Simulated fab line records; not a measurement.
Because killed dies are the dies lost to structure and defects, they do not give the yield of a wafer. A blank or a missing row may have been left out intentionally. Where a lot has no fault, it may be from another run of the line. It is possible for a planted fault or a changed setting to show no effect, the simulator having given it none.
Matching of chambers	flow gf180mcu	4 sister chambers for GF_V1_CMP_04 on cmp-02
The step polishes SiO2. 4 wafers are shown with their chamber, then 9 later ones without.

## WAFERS WITH THEIR CHAMBER
wafer	chamber	motor-current-A (A)
L986.5	2	12.5
L987.1	3	11.9
L987.3	0	12.2
L987.6	1	12.8

## WAFERS MISSING THEIR CHAMBER
wafer	motor-current-A (A)
L992.2	12.2
L992.3	12.7
L992.6	12.6
L993.3	11.9
L993.4	12.3
L993.6	12.2
L994.1	12.2
L994.2	13.2
L994.4	13.4

## CHAMBER TAKEN BY EACH
wafer	from the rows above	in truth
L992.2	can't be placed: 0 or 3 or 2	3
L992.3	can't be placed: 1 or 2 or 0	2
L992.6	can't be placed: 2 or 1 or 0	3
L993.3	can't be placed: 3 or 0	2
L993.4	can't be placed: 0 or 2 or 3 or 1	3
L993.6	can't be placed: 0 or 3 or 2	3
L994.1	can't be placed: 0 or 3 or 2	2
L994.2	can't be placed: 1 or 2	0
L994.4	can't be placed: 1 or 2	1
Correct placement for 0 of the 9. Unplaceable from these rows: 9, with the true chamber sitting among the candidates in 6. Placed wrongly: 0.
How it was worked out, from the rows above alone: a wafer's distance from a chamber is the root of the sum, over the readings, of the square of ((its reading less the chamber's mean) divided by the reading's scatter). The wafer belongs to the nearest chamber; if the next one is less than 2 further off, it can't be placed. Each chamber's mean is taken over the wafers shown for it. The scatter: root of mean squared gap, hidden wafer to nearest shown wafer, with one shown wafer a chamber.
